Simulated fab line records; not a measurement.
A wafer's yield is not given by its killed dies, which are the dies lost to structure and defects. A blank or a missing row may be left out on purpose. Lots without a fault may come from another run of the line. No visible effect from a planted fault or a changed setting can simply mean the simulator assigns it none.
Which of the tools did it? :: flow sky130 :: 33 wafers from 11 lots sampled at 3 of the route's 708 steps

== WHAT THE GAUGES READ, wafer by wafer ==
SKY_FIELD_ISO_THK_MEAS_23.
lot: L338
measured: day 2 14:17
on: film_metro-02
FIELD_ISO_OXIDATION_01_THK (nm): 10.18 10.10 10.25

lot: L339
measured: day 2 17:35
on: film_metro-01
FIELD_ISO_OXIDATION_01_THK (nm): 9.99 10.06 9.89

lot: L341
measured: day 3 06:39
on: film_metro-02
FIELD_ISO_OXIDATION_01_THK (nm): 9.74 9.81 9.87

lot: L344
measured: day 3 22:06
on: film_metro-02
FIELD_ISO_OXIDATION_01_THK (nm): 10.14 10.05 10.00

lot: L345
measured: day 4 00:40
on: film_metro-02
FIELD_ISO_OXIDATION_01_THK (nm): 10.13 10.23 10.26

lot: L347
measured: day 4 10:38
on: film_metro-04
FIELD_ISO_OXIDATION_01_THK (nm): 9.71 9.68 9.83

lot: L348
measured: day 4 18:50
on: film_metro-01
FIELD_ISO_OXIDATION_01_THK (nm): 9.91 9.78 9.88

lot: L349
measured: day 4 23:50
on: film_metro-04
FIELD_ISO_OXIDATION_01_THK (nm): 9.63 9.72 9.63

lot: L351
measured: day 5 08:51
on: film_metro-01
FIELD_ISO_OXIDATION_01_THK (nm): 9.61 9.67 9.65

lot: L357
measured: day 6 15:45
on: film_metro-04
FIELD_ISO_OXIDATION_01_THK (nm): 16.51 16.63 16.46 16.43 16.57 16.54

lot: L358
measured: day 6 21:52
on: film_metro-01
FIELD_ISO_OXIDATION_01_THK (nm): 16.69 16.57 16.67 16.67 16.58 16.62

== WHAT TOOL EACH LOT RAN ON (gives the tool, then ch and the chambers of the sampled wafers, and finally the start) ==
lot: L338
SKY_FIELD_ISO_ETCH_17: rie_si-02 ch 0,2,3, day 2 12:44
SKY_FIELD_ISO_OXIDATION_22: furnace-01 ch 0, day 2 13:06

lot: L339
SKY_FIELD_ISO_ETCH_17: rie_si-01 ch 0,1,3, day 2 15:33
SKY_FIELD_ISO_OXIDATION_22: furnace-02 ch 0, day 2 16:25

lot: L341
SKY_FIELD_ISO_ETCH_17: rie_si-02 ch 0,1,2, day 3 05:08
SKY_FIELD_ISO_OXIDATION_22: furnace-01 ch 0, day 3 05:28

lot: L344
SKY_FIELD_ISO_ETCH_17: rie_si-01 ch 0,2,3, day 3 17:35
SKY_FIELD_ISO_OXIDATION_22: furnace-02 ch 0, day 3 20:55

lot: L345
SKY_FIELD_ISO_ETCH_17: rie_si-01 ch 2, day 3 21:35
SKY_FIELD_ISO_OXIDATION_22: furnace-02 ch 0, day 3 23:29

lot: L347
SKY_FIELD_ISO_ETCH_17: rie_si-02 ch 0,1,2, day 4 09:05
SKY_FIELD_ISO_OXIDATION_22: furnace-01 ch 0, day 4 09:26

lot: L348
SKY_FIELD_ISO_ETCH_17: rie_si-02 ch 0,3, day 4 17:18
SKY_FIELD_ISO_OXIDATION_22: furnace-01 ch 0, day 4 17:38

lot: L349
SKY_FIELD_ISO_ETCH_17: rie_si-01 ch 1,3, day 4 20:56
SKY_FIELD_ISO_OXIDATION_22: furnace-02 ch 0, day 4 22:40

lot: L351
SKY_FIELD_ISO_ETCH_17: rie_si-01 ch 0,1,3, day 5 07:15
SKY_FIELD_ISO_OXIDATION_22: furnace-02 ch 0, day 5 07:39

lot: L357
SKY_FIELD_ISO_ETCH_17: rie_si-02 ch 1,2,3, day 6 14:06
SKY_FIELD_ISO_OXIDATION_22: furnace-02 ch 0, day 6 14:34

lot: L358
SKY_FIELD_ISO_ETCH_17: rie_si-02 ch 2,3, day 6 19:02
SKY_FIELD_ISO_OXIDATION_22: furnace-02 ch 0, day 6 20:41
- SKY_FIELD_ISO_ETCH_17: etches Si in HBr/Cl2/O2, target depth 342 nm, time 97.7 s.
- SKY_FIELD_ISO_OXIDATION_22: stabilise 600 s, purge 300 s, target thk 10 nm.

== THE ANSWER, worked out from the rows above alone ==
Rule: the lots themselves supply what counts as usual. Put in order of their means at a reading, lots are off if they are a third of the lots or fewer, leave a main group of 4 or more, and stand apart from it by a gap of 3 or more times the standard deviation of the main group's means; of several such gaps the widest counts. A main group whose means are all the same, to the digits that the tables above print for the reading, isn't used. A lot without any number at a reading at which 4 lots or more have one is off too. Where the step has rows for the other lots, those lots are counted as sound.
Off: at SKY_FIELD_ISO_THK_MEAS_23 (FIELD_ISO_OXIDATION_01_THK), L357, L358. Mean 9.90 nm and standard deviation 0.2 in the main group.
A tool fits if, at a process step before that reading, it ran every lot that is off, and no sound lot after the first of them. Those tools and the gauges at SKY_FIELD_ISO_THK_MEAS_23 are tried in the same way. Can't be told from this: 2 tools fit, rie_si-02 at SKY_FIELD_ISO_ETCH_17, furnace-02 at SKY_FIELD_ISO_OXIDATION_22.

== WHAT HAD BEEN PUT IN BY THE SIMULATOR ==
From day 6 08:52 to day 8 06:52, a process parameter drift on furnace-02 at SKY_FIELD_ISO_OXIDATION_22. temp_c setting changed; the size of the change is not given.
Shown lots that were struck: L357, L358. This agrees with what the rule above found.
